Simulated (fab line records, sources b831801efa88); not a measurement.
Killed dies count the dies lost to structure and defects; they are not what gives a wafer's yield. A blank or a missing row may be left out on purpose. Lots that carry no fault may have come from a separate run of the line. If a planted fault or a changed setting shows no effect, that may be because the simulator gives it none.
fab line records	flow sky130
record lots=5	wafers=23
route steps=708 shown METAL2@493 VIA2@516 METAL3@532 CAPM@539 VIA3@579
start_h: hours from the record's opening day to when the first of the lot's shown wafers began	wait_h: time in hours since the lot's previous step	" as in the row above	L1.1+2: a single row standing in for several wafers	- either no value or no given start	* or withheld: withheld	< > ~ a bound
route shown NAME@n: a module of which the file shows steps, and the number in the route of the first	usual: mean/standard deviation of fault-free wafers	same: alike in all rows	chamber/n: place in a boat	sites: per-site readings	_std_site: how widely they spread, as a standard deviation	_edge_site: outer sites' mean less inner sites'	radius_mm: how far each site lies from the wafer's centre	mask NAME#n: copy n	behind: the last tool/chamber to shape the wafer	hold: cause of the lot's hold/its duration in hours/its outcome	device: names the non-switching transistor (n, p or np)	end of line: the tests these same wafers got at the end of their route	where a step has no rows: the recipe by itself	killed: the dies lost at the first sort to structure and to defects; this is not the yield of the wafer	map: dies across one wafer; x = killed, . = not, _ = none there
set.NAME: the setting the step ran with; set.NAME@STEP: the setting that earlier step ran with	model.NAME: the simulator's own value behind a step, which no gauge read
lots where settings were altered on purpose, with a table for each step and a row for each wafer
## steps
# step SKY_METAL2_COAT_10
# recipe resist=KrF-thick	spin_rpm=3000	resist_thk_nm=450
lot.wafer	tool	chamber	start_h	wait_h	set.spin_rpm	model.KrF-thick_of_METAL2_COAT_10.thk_nm
L075.1	litho_track-03	0	-	-	3218	433.6
L075.2	"	0	"	"	3000	448.8
L075.4	"	0	"	"	3000	448.3
L075.5	"	0	"	"	3000	448.2
L075.6	"	0	"	"	3218	432.3
L076.2+5	litho_track-03	0	-	-	3000	447
L076.6	"	0	"	"	3000	448.4
L081.1	litho_track-03	0	-	-	3000	447
L081.2	"	0	"	"	2829	461.7
L081.3	"	0	"	"	3000	447.5
L081.4	"	0	"	"	2829	460.8
L081.5	"	0	"	"	2829	462.1
L083.1	litho_track-01	0	-	-	3071	445.7
L083.2	"	0	"	"	3071	445.2
L083.3+6	"	0	"	"	3000	451.6
L083.4	"	0	"	"	3071	445.9
L085.1	litho_track-03	0	-	-	3000	448.9
L085.3+5	"	0	"	"	3000	449.9
L085.4	"	0	"	"	3000	449.6
L085.6	"	0	"	"	3000	449.3
# step SKY_METAL2_DEVELOP_14
# recipe develop_time_s=60	resist=KrF-thick	dev_temp_c=21
lot.wafer	tool	chamber	start_h	wait_h	set.dev_temp_c
L075.1+2+6	litho_track-03	0	-	-	22.66
L075.4+5	"	0	"	"	21
L076.2+5+6	litho_track-01	0	-	-	21
L081.1+2+5	litho_track-02	0	-	-	18.28
L081.3+4	"	0	"	"	21
L083.1+2+6	litho_track-02	0	-	-	21
L083.3+4	"	0	"	"	17.98
L085.1+4+6	litho_track-01	0	-	-	21
L085.3+5	"	0	"	"	24.1
# step SKY_METAL2_DESCUM_17
# recipe chemistry=O2	source_power_w=150	bias_power_w=0	pressure_mtorr=10	temp_c=40	time_s=8
# step SKY_METAL2_ETCH_18
# recipe chemistry=N2/H2	target=BARC	ion_energy_ev=200	bias_w=100	pressure_mtorr=30	n2_flow_sccm=100	h2_flow_sccm=200	icp_w=500	stop_on=SiO2	time_s=47.96	target_depth_a=600
lot.wafer	tool	chamber	start_h	wait_h	set.spin_rpm@METAL2_COAT_10	model.KrF-thick_of_METAL2_COAT_10.thk_nm
L075.1	rie_metal-04	1	837.47	0.0	3218	375.6
L075.2	"	0	"	"	3000	389.3
L075.4	"	1	"	"	3000	390.5
L075.5	"	0	"	"	3000	388.8
L075.6	"	1	"	"	3218	374.5
L076.2	rie_metal-04	1	841.80	0.0	3000	388.6
L076.5	"	0	"	"	3000	387.9
L076.6	"	1	"	"	3000	390.3
L081.1	rie_metal-04	1	883.80	0.0	3000	389.3
L081.2	"	0	"	"	2829	402.8
L081.3	"	1	"	"	3000	389.4
L081.4	"	0	"	"	2829	401.6
L081.5	"	1	"	"	2829	404.4
L083.1	rie_metal-04	1	888.00	0.0	3071	387.9
L083.2	"	0	"	"	3071	386.6
L083.3	"	1	"	"	3000	393.9
L083.4	"	0	"	"	3071	386.9
L083.6	"	1	"	"	3000	394
L085.1	rie_metal-04	1	909.70	0.0	3000	390.4
L085.3	"	0	"	"	3000	390.1
L085.4	"	1	"	"	3000	391.5
L085.5	"	1	"	"	3000	391.7
L085.6	"	0	"	"	3000	390
# step SKY_VIA2_EXPOSE_09
# recipe mask_id=VIM2	na=0.8	source_shape=annular	sigma_inner=0.55	sigma_outer=0.85	target_cd_nm=200	dose_mj=38
lot.wafer	tool	chamber	start_h	wait_h	mask	set.dose_mj
L075.1+5	krf_scanner-01	0	-	-	VIM2#0	38
L075.2+4+6	"	0	"	"	VIM2#0	36.63
L076.2+5+6	krf_scanner-02	0	-	-	VIM2#0	38
L081.1+2+4	krf_scanner-02	0	-	-	VIM2#0	38
L081.3+5	"	0	"	"	VIM2#0	36.39
L083.1+2+3+4+6	krf_scanner-01	0	-	-	VIM2#0	38
L085.1+3+4+5+6	krf_scanner-02	0	-	-	VIM2#0	38
# step SKY_VIA2_PEB_10
# recipe peb_temp_c=withheld	peb_time_s=withheld	resist=KrF-thick
# step SKY_VIA2_DEVELOP_11
# recipe develop_time_s=57.53	resist=KrF-thick	dev_temp_c=21
lot.wafer	tool	chamber	start_h	wait_h	set.dose_mj@VIA2_EXPOSE_09	model.VIA2.cd_nm
L075.1	litho_track-04	0	-	-	38	199.4
L075.2	"	0	"	"	36.63	194.1
L075.4	"	0	"	"	36.63	193.9
L075.5	"	0	"	"	38	200.5
L075.6	"	0	"	"	36.63	192.3
L076.2	litho_track-03	0	-	-	38	198.1
L076.5	"	0	"	"	38	198.4
L076.6	"	0	"	"	38	198.3
L081.1	litho_track-02	0	-	-	38	199.4
L081.2	"	0	"	"	38	198.4
L081.3	"	0	"	"	36.39	190.7
L081.4	"	0	"	"	38	200.3
L081.5	"	0	"	"	36.39	191.8
L083.1	litho_track-03	0	-	-	38	198.3
L083.2	"	0	"	"	38	199.7
L083.3+4	"	0	"	"	38	199.8
L083.6	"	0	"	"	38	199.4
L085.1	litho_track-04	0	-	-	38	198.7
L085.3	"	0	"	"	38	199.6
L085.4	"	0	"	"	38	198.5
L085.5	"	0	"	"	38	198.8
L085.6	"	0	"	"	38	199.7
# step SKY_VIA2_CD_MEAS_12
# recipe target_cd_nm=200
# usual cd_nm=199.0/1.5
lot.wafer	tool	chamber	start_h	wait_h	set.dose_mj@VIA2_EXPOSE_09	cd_nm
L075.1	cd_sem-01	-	865.22	-	38	199.3
L075.2	"	-	"	"	36.63	194.2
L075.4	"	-	"	"	36.63	193.8
L075.5	"	-	"	"	38	200.2
L075.6	"	-	"	"	36.63	192.4
L076.2	cd_sem-02	-	869.26	-	38	198.1
L076.5	"	-	"	"	38	198.4
L076.6	"	-	"	"	38	197.9
L081.1	cd_sem-01	-	910.06	-	38	199.5
L081.2	"	-	"	"	38	198.4
L081.3	"	-	"	"	36.39	190.7
L081.4	"	-	"	"	38	200.2
L081.5	"	-	"	"	36.39	191.8
L083.1	cd_sem-01	-	913.94	-	38	198.4
L083.2	"	-	"	"	38	199.9
L083.3	"	-	"	"	38	200.0
L083.4	"	-	"	"	38	199.5
L083.6	"	-	"	"	38	199.2
L085.1	cd_sem-02	-	935.57	-	38	198.7
L085.3	"	-	"	"	38	199.4
L085.4	"	-	"	"	38	198.3
L085.5	"	-	"	"	38	198.5
L085.6	"	-	"	"	38	199.7
# step SKY_VIA2_ETCH_14
# recipe chemistry=N2/H2	target=BARC	ion_energy_ev=200	source_w=500	bias_w=100	pressure_mtorr=30	n2_flow_sccm=100	h2_flow_sccm=200	stop_on=SiO2	time_s=45.9	target_depth_a=600
lot.wafer	tool	chamber	start_h	wait_h	set.source_w	model.KrF-thick_of_VIA2_COAT_07.thk_nm
L075.1	rie_diel-03	2	865.38	0.0	534.5	389.4
L075.2	"	1	"	"	500	389.9
L075.4	"	0	"	"	534.5	386.7
L075.5	"	0	"	"	500	391.2
L075.6	"	1	"	"	534.5	387.9
L076.2	rie_diel-03	0	869.39	0.0	500	391.2
L076.5	"	2	"	"	500	390.4
L076.6	"	1	"	"	500	390.5
L081.1	rie_diel-04	0	910.22	0.0	500	390.8
L081.2	"	3	"	"	540.6	388.1
L081.3	"	1	"	"	540.6	388.3
L081.4	"	2	"	"	540.6	388.4
L081.5	"	2	"	"	500	391.6
L083.1	rie_diel-01	2	914.09	0.0	500	388.8
L083.2+3	"	1,3	"	"	455.8	393.5
L083.4	"	0	"	"	455.8	394.5
L083.6	"	0	"	"	500	390.7
L085.1	rie_diel-01	0	935.73	0.0	478.3	394.3
L085.3	"	2	"	"	500	392.3
L085.4	"	3	"	"	500	391.7
L085.5	"	0	"	"	478.3	394.9
L085.6	"	3	"	"	478.3	393.1
# step SKY_METAL3_SPUTTER_00
# recipe material=Ti	target_thk_nm=15	power_w=3000	time_s=10	chamber_pressure_pa=0.4
lot.wafer	tool	chamber	start_h	wait_h	set.power_w	model.Ti_of_METAL3_SPUTTER_00.thk_nm
L075.1	pvd_sputter-01	-	866.76	0.1	3000	15.21
L075.2	"	-	"	"	3000	15
L075.4	"	-	"	"	3000	14.87
L075.5	"	-	"	"	3000	14.84
L075.6	"	-	"	"	3000	15.01
L076.2	pvd_sputter-02	-	870.93	0.1	3000	15.13
L076.5	"	-	"	"	3000	15.26
L076.6	"	-	"	"	3000	15.16
L081.1	pvd_sputter-04	-	911.59	0.2	2795	14.16
L081.2	"	-	"	"	3000	15.19
L081.3	"	-	"	"	2795	14.32
L081.4	"	-	"	"	3000	14.96
L081.5	"	-	"	"	2795	14.09
L083.1	pvd_sputter-02	-	917.64	0.1	3000	14.98
L083.2	"	-	"	"	3000	15.01
L083.3	"	-	"	"	2842	14.16
L083.4	"	-	"	"	2842	14.21
L083.6	"	-	"	"	2842	14.08
L085.1	pvd_sputter-02	-	937.14	0.2	2858	14.25
L085.3	"	-	"	"	3000	15
L085.4	"	-	"	"	3000	14.92
L085.5	"	-	"	"	2858	14.4
L085.6	"	-	"	"	3000	15.2
# step SKY_CAPM_SPUTTER_02
# recipe material=TiN	target_thk_nm=200	temp_c=300	power_w=6500	time_s=166.7	chamber_pressure_pa=0.4
lot.wafer	tool	chamber	start_h	wait_h	set.time_s	model.TiN_of_CAPM_SPUTTER_02.thk_nm
L075.1	pvd_sputter-04	-	866.99	0.1	166.7	196.2
L075.2	"	-	"	"	153.5	182.1
L075.4	"	-	"	"	166.7	194.2
L075.5	"	-	"	"	166.7	196.8
L075.6	"	-	"	"	153.5	179.3
L076.2	pvd_sputter-04	-	871.17	0.0	166.7	201.8
L076.5	"	-	"	"	166.7	198
L076.6	"	-	"	"	166.7	201.6
L081.1	pvd_sputter-02	-	911.83	0.1	166.7	201.6
L081.2	"	-	"	"	185.6	226
L081.3	"	-	"	"	166.7	197.6
L081.4	"	-	"	"	185.6	221.8
L081.5	"	-	"	"	185.6	225.5
L083.1	pvd_sputter-03	-	917.87	0.1	176.9	213.5
L083.2	"	-	"	"	176.9	209.4
L083.3	"	-	"	"	176.9	212.1
L083.4	"	-	"	"	166.7	201.2
L083.6	"	-	"	"	166.7	201
L085.1	pvd_sputter-04	-	937.37	0.1	166.7	199.7
L085.3	"	-	"	"	180.5	214.6
L085.4	"	-	"	"	166.7	200.3
L085.5	"	-	"	"	166.7	198.2
L085.6	"	-	"	"	180.5	215.8
# step SKY_CAPM_RS_MEAS_03
# recipe thk_meas_gauge=four-point-probe	reads=TiN_of_CAPM_SPUTTER_02
# usual CAPM_TIN_RS=6.93/0.072
lot.wafer	tool	chamber	start_h	wait_h	set.time_s@CAPM_SPUTTER_02	CAPM_TIN_RS[ohm/sq]
L075.1	film_metro-03	-	867.10	0.1	166.7	7.06
L075.2	"	-	"	"	153.5	7.60
L075.4	"	-	"	"	166.7	7.13
L075.5	"	-	"	"	166.7	7.02
L075.6	"	-	"	"	153.5	7.74
L076.2	film_metro-01	-	871.30	0.1	166.7	6.84
L076.5	"	-	"	"	166.7	6.99
L076.6	"	-	"	"	166.7	6.85
L081.1	film_metro-03	-	911.94	0.1	166.7	6.85
L081.2	"	-	"	"	185.6	6.09
L081.3	"	-	"	"	166.7	7.00
L081.4	"	-	"	"	185.6	6.23
L081.5	"	-	"	"	185.6	6.12
L083.1	film_metro-01	-	917.98	0.1	176.9	6.46
L083.2	"	-	"	"	176.9	6.59
L083.3	"	-	"	"	176.9	6.51
L083.4	"	-	"	"	166.7	6.87
L083.6	"	-	"	"	166.7	6.88
L085.1	film_metro-04	-	937.48	0.1	166.7	6.93
L085.3	"	-	"	"	180.5	6.45
L085.4	"	-	"	"	166.7	6.91
L085.5	"	-	"	"	166.7	6.98
L085.6	"	-	"	"	180.5	6.40
# step SKY_CAPM_THK_MEAS_04
# recipe thk_meas_gauge=xrf	reads=TiN_of_CAPM_SPUTTER_02
# usual CAPM_TIN_THK=200.9/2.3
lot.wafer	tool	chamber	start_h	wait_h	set.time_s@CAPM_SPUTTER_02	CAPM_TIN_THK[nm]
L075.1	film_metro-03	-	867.22	0.1	166.7	196.4
L075.2	"	-	"	"	153.5	182.4
L075.4	"	-	"	"	166.7	194.5
L075.5	"	-	"	"	166.7	196.0
L075.6	"	-	"	"	153.5	179.8
L076.2	film_metro-01	-	871.41	0.1	166.7	202.9
L076.5	"	-	"	"	166.7	199.5
L076.6	"	-	"	"	166.7	203.1
L081.1	film_metro-03	-	912.06	0.1	166.7	202.5
L081.2	"	-	"	"	185.6	228.1
L081.3	"	-	"	"	166.7	199.2
L081.4	"	-	"	"	185.6	224.1
L081.5	"	-	"	"	185.6	226.7
L083.1	film_metro-01	-	918.10	0.1	176.9	215.4
L083.2	"	-	"	"	176.9	212.3
L083.3	"	-	"	"	176.9	215.0
L083.4	"	-	"	"	166.7	202.7
L083.6	"	-	"	"	166.7	203.2
L085.1	film_metro-04	-	937.60	0.1	166.7	199.9
L085.3	"	-	"	"	180.5	214.7
L085.4	"	-	"	"	166.7	201.5
L085.5	"	-	"	"	166.7	199.2
L085.6	"	-	"	"	180.5	216.0
# step SKY_CAPM_METAL_ETCH_13
# recipe target_depth_nm=220	stop_on=SiO2	chemistry=Cl2/BCl3	target=TiN	pressure_mtorr=10	icp_w=900	bias_w=48.5	Cl2_flow_sccm=60	bcl3_flow_sccm=30	time_s=62.9
# usual oes_product_au=0.940/0.0068
lot.wafer	tool	chamber	start_h	wait_h	set.bias_w	set.time_s@CAPM_SPUTTER_02	oes_product_au
L075.1	rie_metal-04	0	892.36	0.0	48.5	166.7	0.929
L075.2	"	1	"	"	48.5	153.5	0.892
L075.4	"	1	"	"	53.3	166.7	0.933
L075.5	"	0	"	"	48.5	166.7	0.929
L075.6	"	1	"	"	53.3	153.5	0.881
L076.2	rie_metal-02	0	896.46	0.0	48.5	166.7	0.950
L076.5	"	0	"	"	48.5	166.7	0.942
L076.6	"	1	"	"	48.5	166.7	0.944
L081.1	rie_metal-04	1	935.91	0.0	48.5	166.7	0.946
L081.2	"	0	"	"	48.5	185.6	1.004
L081.3	"	1	"	"	49.97	166.7	0.933
L081.4	"	0	"	"	48.5	185.6	0.994
L081.5	"	0	"	"	49.97	185.6	1.006
L083.1	rie_metal-01	1	942.36	0.0	46.85	176.9	0.979
L083.2	"	0	"	"	48.5	176.9	0.963
L083.3	"	0	"	"	46.85	176.9	0.968
L083.4	"	1	"	"	46.85	166.7	0.945
L083.6	"	0	"	"	48.5	166.7	0.938
L085.1	rie_metal-04	1	961.06	0.0	45.1	166.7	0.939
L085.3	"	1	"	"	45.1	180.5	0.961
L085.4	"	0	"	"	48.5	166.7	0.937
L085.5	"	0	"	"	48.5	166.7	0.938
L085.6	"	1	"	"	48.5	180.5	0.979
# step SKY_METAL3_EXPOSE_10
# recipe mask_id=MM3	na=0.68	source_shape=annular	sigma_inner=0.4	sigma_outer=0.8	target_cd_nm=300	dose_mj=28
lot.wafer	tool	chamber	start_h	wait_h	mask	set.dose_mj
L075.1+2	krf_scanner-01	0	-	-	MM3#0	28
L075.4+5+6	"	0	"	"	MM3#0	29.35
L076.2+5+6	krf_scanner-02	0	-	-	MM3#0	28
L081.1+2	krf_scanner-01	0	-	-	MM3#0	29.45
L081.3+4+5	"	0	"	"	MM3#0	28
L083.1+2+4	krf_scanner-01	0	-	-	MM3#0	28
L083.3+6	"	0	"	"	MM3#0	26.12
L085.1+4	krf_scanner-02	0	-	-	MM3#0	28
L085.3+5+6	"	0	"	"	MM3#0	29.96
# step SKY_METAL3_PEB_11
# recipe peb_temp_c=withheld	peb_time_s=withheld	resist=KrF-thick
# step SKY_METAL3_DEVELOP_12
# recipe develop_time_s=60	resist=KrF-thick	dev_temp_c=21.88
lot.wafer	tool	chamber	start_h	wait_h	set.dose_mj@METAL3_EXPOSE_10	model.METAL3.cd_nm
L075.1	litho_track-01	0	-	-	28	300.6
L075.2	"	0	"	"	28	300.8
L075.4	"	0	"	"	29.35	291.8
L075.5+6	"	0	"	"	29.35	292
L076.2	litho_track-02	0	-	-	28	300.1
L076.5	"	0	"	"	28	299.9
L076.6	"	0	"	"	28	298.1
L081.1	litho_track-01	0	-	-	29.45	290.7
L081.2	"	0	"	"	29.45	290.4
L081.3+5	"	0	"	"	28	300.5
L081.4	"	0	"	"	28	298.8
L083.1	litho_track-01	0	-	-	28	300.7
L083.2	"	0	"	"	28	299.8
L083.3	"	0	"	"	26.12	312.6
L083.4	"	0	"	"	28	301
L083.6	"	0	"	"	26.12	312.8
L085.1	litho_track-04	0	-	-	28	299.8
L085.3	"	0	"	"	29.96	286.8
L085.4	"	0	"	"	28	300.2
L085.5	"	0	"	"	29.96	288.5
L085.6	"	0	"	"	29.96	288.6
# step SKY_METAL3_CD_MEAS_13
# recipe target_cd_nm=300
# usual cd_nm=300.0/1.6
lot.wafer	tool	chamber	start_h	wait_h	set.dose_mj@METAL3_EXPOSE_10	cd_nm
L075.1	cd_sem-02	-	918.21	-	28	300.5
L075.2	"	-	"	"	28	300.7
L075.4	"	-	"	"	29.35	291.6
L075.5	"	-	"	"	29.35	291.9
L075.6	"	-	"	"	29.35	291.6
L076.2	cd_sem-01	-	922.38	-	28	300.1
L076.5	"	-	"	"	28	300.2
L076.6	"	-	"	"	28	297.9
L081.1	cd_sem-01	-	960.51	-	29.45	290.8
L081.2	"	-	"	"	29.45	290.2
L081.3	"	-	"	"	28	301.0
L081.4	"	-	"	"	28	298.8
L081.5	"	-	"	"	28	301.2
L083.1	cd_sem-02	-	966.31	-	28	300.5
L083.2	"	-	"	"	28	299.6
L083.3	"	-	"	"	26.12	312.3
L083.4	"	-	"	"	28	301.1
L083.6	"	-	"	"	26.12	313.1
L085.1	cd_sem-02	-	985.07	-	28	299.9
L085.3	"	-	"	"	29.96	286.8
L085.4	"	-	"	"	28	300.0
L085.5	"	-	"	"	29.96	288.4
L085.6	"	-	"	"	29.96	288.6
# step SKY_METAL3_DESCUM_15
# recipe chemistry=O2	source_power_w=150	bias_power_w=0	pressure_mtorr=10	temp_c=40	time_s=8
# step SKY_METAL3_ETCH_16
# recipe chemistry=N2/H2	target=BARC	ion_energy_ev=200	bias_w=100	pressure_mtorr=30	n2_flow_sccm=100	h2_flow_sccm=200	icp_w=500	stop_on=SiO2	time_s=88.2	target_depth_a=600
lot.wafer	tool	chamber	start_h	wait_h	set.dose_mj@METAL3_EXPOSE_10	model.METAL3.cd_nm
L075.1	rie_metal-02	0	918.40	0.0	28	300.7
L075.2	"	1	"	"	28	298.7
L075.4	"	0	"	"	29.35	291.8
L075.5	"	1	"	"	29.35	289.6
L075.6	"	0	"	"	29.35	291.6
L076.2	rie_metal-02	1	922.55	0.0	28	296.8
L076.5	"	1	"	"	28	296.5
L076.6	"	0	"	"	28	298
L081.1	rie_metal-01	0	960.70	0.0	29.45	291.2
L081.2	"	1	"	"	29.45	290.6
L081.3	"	1	"	"	28	299.7
L081.4	"	0	"	"	28	299.4
L081.5	"	0	"	"	28	301.3
L083.1	rie_metal-02	1	966.53	0.1	28	298
L083.2	"	1	"	"	28	297.6
L083.3	"	1	"	"	26.12	309.7
L083.4	"	1	"	"	28	298.7
L083.6	"	1	"	"	26.12	310.1
L085.1	rie_metal-01	1	985.26	0.0	28	300
L085.3	"	1	"	"	29.96	288.3
L085.4	"	0	"	"	28	302.2
L085.5	"	0	"	"	29.96	290.8
L085.6	"	1	"	"	29.96	288.9
# step SKY_VIA3_COAT_06
# recipe resist=BARC	temp_c=withheld	time_s=withheld	spin_rpm=3000	resist_thk_nm=60
lot.wafer	tool	chamber	start_h	wait_h	set.resist_thk_nm
L075.1+6	litho_track-03	0	931.29	0.1	60
L075.2+4+5	"	0	"	"	62.21
L076.2+5+6	litho_track-03	0	936.66	0.1	60
L081.1+2+3	litho_track-03	0	973.49	0.1	60
L081.4+5	"	0	"	"	62.63
L083.1+3	litho_track-03	0	979.09	0.1	56.77
L083.2+4+6	"	0	"	"	60
L085.1+3+5	litho_track-02	0	997.46	0.1	57.25
L085.4+6	"	0	"	"	60
# step SKY_VIA3_ETCH_14
# recipe chemistry=N2/H2	target=BARC	ion_energy_ev=200	source_w=500	bias_w=100	pressure_mtorr=30	n2_flow_sccm=100	h2_flow_sccm=200	stop_on=SiO2	time_s=45.9	target_depth_a=600
# usual oes_product_au=0.854/0.0047
lot.wafer	tool	chamber	start_h	wait_h	set.bias_w	set.resist_thk_nm@VIA3_COAT_06	oes_product_au
L075.1	rie_diel-02	1	944.42	0.0	100	60	0.853
L075.2	"	0	"	"	100	62.21	0.867
L075.4	"	2	"	"	100	62.21	0.868
L075.5	"	3	"	"	100	62.21	0.874
L075.6	"	0	"	"	100	60	0.855
L076.2	rie_diel-02	1	948.87	0.0	100	60	0.855
L076.5	"	3	"	"	100	60	0.857
L076.6	"	2	"	"	100	60	0.854
L081.1	rie_diel-02	3	985.84	0.0	100	60	0.862
L081.2	"	2	"	"	107.6	60	0.859
L081.3	"	1	"	"	100	60	0.854
L081.4	"	2	"	"	107.6	62.63	0.874
L081.5	"	1	"	"	100	62.63	0.876
L083.1	rie_diel-01	1	991.82	0.0	96.08	56.77	0.828
L083.2	"	3	"	"	100	60	0.852
L083.3	"	0	"	"	96.08	56.77	0.836
L083.4	"	2	"	"	100	60	0.844
L083.6	"	3	"	"	96.08	60	0.854
L085.1	rie_diel-02	1	1009.69	0.0	100	57.25	0.831
L085.3	"	0	"	"	96.53	57.25	0.825
L085.4	"	3	"	"	96.53	60	0.851
L085.5	"	0	"	"	96.53	57.25	0.833
L085.6	"	1	"	"	100	60	0.853
## key
split step=SKY_METAL2_COAT_10	setting=spin_rpm	stated=3000	by=wafer
response step=SKY_METAL2_COAT_10	reading=model.KrF-thick_of_METAL2_COAT_10.thk_nm	change=-2.29	per=1%	r=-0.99
response step=SKY_METAL2_ETCH_18	reading=model.KrF-thick_of_METAL2_COAT_10.thk_nm	change=-2.18	per=1%	r=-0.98
split step=SKY_METAL2_DEVELOP_14	setting=dev_temp_c	stated=21	by=wafer
response none clear
split step=SKY_VIA2_EXPOSE_09	setting=dose_mj	stated=38	by=wafer
response step=SKY_VIA2_DEVELOP_11	reading=model.VIA2.cd_nm	change=+1.88	per=1%	r=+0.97
response step=SKY_VIA2_CD_MEAS_12	reading=cd_nm	change=+1.85	per=1%	r=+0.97
split step=SKY_VIA2_ETCH_14	setting=source_w	stated=500	by=wafer
response step=SKY_VIA2_ETCH_14	reading=model.KrF-thick_of_VIA2_COAT_07.thk_nm	change=-0.414	per=1%	r=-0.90
split step=SKY_METAL3_SPUTTER_00	setting=power_w	stated=3000	by=wafer
response step=SKY_METAL3_SPUTTER_00	reading=model.Ti_of_METAL3_SPUTTER_00.thk_nm	change=+0.144	per=1%	r=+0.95
split step=SKY_CAPM_SPUTTER_02	setting=time_s	stated=166.7	by=wafer
response step=SKY_CAPM_SPUTTER_02	reading=model.TiN_of_CAPM_SPUTTER_02.thk_nm	change=+2.01	per=1%	r=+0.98
response step=SKY_CAPM_RS_MEAS_03	reading=CAPM_TIN_RS	change=-0.0673	per=1%	r=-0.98
response step=SKY_CAPM_THK_MEAS_04	reading=CAPM_TIN_THK	change=+2.01	per=1%	r=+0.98
response step=SKY_CAPM_METAL_ETCH_13	reading=oes_product_au	change=+0.00497	per=1%	r=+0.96
split step=SKY_CAPM_METAL_ETCH_13	setting=bias_w	stated=48.5	by=wafer
response none clear
split step=SKY_METAL3_EXPOSE_10	setting=dose_mj	stated=28	by=wafer
response step=SKY_METAL3_DEVELOP_12	reading=model.METAL3.cd_nm	change=-1.78	per=1%	r=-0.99
response step=SKY_METAL3_CD_MEAS_13	reading=cd_nm	change=-1.81	per=1%	r=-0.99
response step=SKY_METAL3_ETCH_16	reading=model.METAL3.cd_nm	change=-1.74	per=1%	r=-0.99
split step=SKY_VIA3_COAT_06	setting=resist_thk_nm	stated=60	by=wafer
response step=SKY_VIA3_ETCH_14	reading=oes_product_au	change=+0.00394	per=1%	r=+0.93
split step=SKY_VIA3_ETCH_14	setting=bias_w	stated=100	by=wafer
response none clear
